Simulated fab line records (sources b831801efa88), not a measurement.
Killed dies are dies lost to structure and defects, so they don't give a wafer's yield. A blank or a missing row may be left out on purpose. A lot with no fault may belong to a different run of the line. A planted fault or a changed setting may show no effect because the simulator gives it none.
Chamber matching ; flow sfqLine ; 4 sister chambers for SFQ_TRILAYER_L0_VIA_BARC_OPEN_VIA_ETCH_021 on rieDiel-01
The step etches BARC in O2, target depth 125 nm, time 41.7 s. 18 wafers are shown with their chamber, then 8 later ones without.

EACH WAFER AND ITS CHAMBER
wafer;chamber;oesProductAu (a.u.);chamberPressureMTorr (mTorr)
L450.1;3;0.684;30.002
L450.4;2;0.683;30.036
L450.6;2;0.691;29.962
L454.1;1;0.682;29.960
L454.2;2;0.683;30.012
L454.5;1;0.685;29.966
L455.1;0;0.683;29.971
L455.2;3;0.682;29.987
L455.6;2;0.689;29.998
L457.1;3;0.693;30.049
L457.4;1;0.686;29.990
L457.5;3;0.686;29.986
L458.2;0;0.682;29.986
L458.5;1;0.684;30.047
L458.6;0;0.679;29.995
L459.1;1;0.686;30.028
L459.2;3;0.676;30.020
L459.6;3;0.691;30.015

SIGNATURES (averages over the wafers above)
reading;chamber 0;chamber 1;chamber 2;chamber 3;scatter within a chamber
oesProductAu;0.68133;0.68460;0.68650;0.68533;0.00433
chamberPressureMTorr;29.98400;29.99820;30.00200;30.00983;0.029
Rule: for a wafer and a chamber, the distance is found by dividing, reading by reading, the gap between the wafer's reading and the chamber's mean by the reading's scatter, squaring, summing and taking the root. The wafer belongs to the nearest chamber; if the next one is less than 2 further off, it can't be placed. The scatter: take each reading less its chamber's mean, square it, sum over the shown wafers, divide by the number of wafers less the number of chambers, and take the root.

WAFERS WITHOUT THEIR CHAMBER
wafer;oesProductAu (a.u.);chamberPressureMTorr (mTorr)
L462.1;0.683;29.998
L462.3;0.682;29.993
L471.3;0.687;29.968
L471.4;0.691;29.979
L471.5;0.690;29.969
L473.1;0.680;29.994
L473.3;0.700;29.997
L473.5;0.687;29.970

WHICH CHAMBER EACH ONE RAN IN
wafer;from the rows above;in truth
L462.1;can't be placed: 1 or 0 or 3 or 2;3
L462.3;can't be placed: 0 or 1 or 3 or 2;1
L471.3;can't be placed: 2 or 1 or 0 or 3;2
L471.4;can't be placed: 2 or 1 or 3 or 0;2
L471.5;can't be placed: 2 or 1 or 3 or 0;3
L473.1;can't be placed: 0 or 1 or 3 or 2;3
L473.3;can't be placed: 2 or 3 or 1 or 0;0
L473.5;can't be placed: 2 or 1 or 0 or 3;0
Correct placement for 0 of the 8. From these rows, 8 cannot be placed; in 8 the true chamber is one of the candidates. 0 placed wrongly.
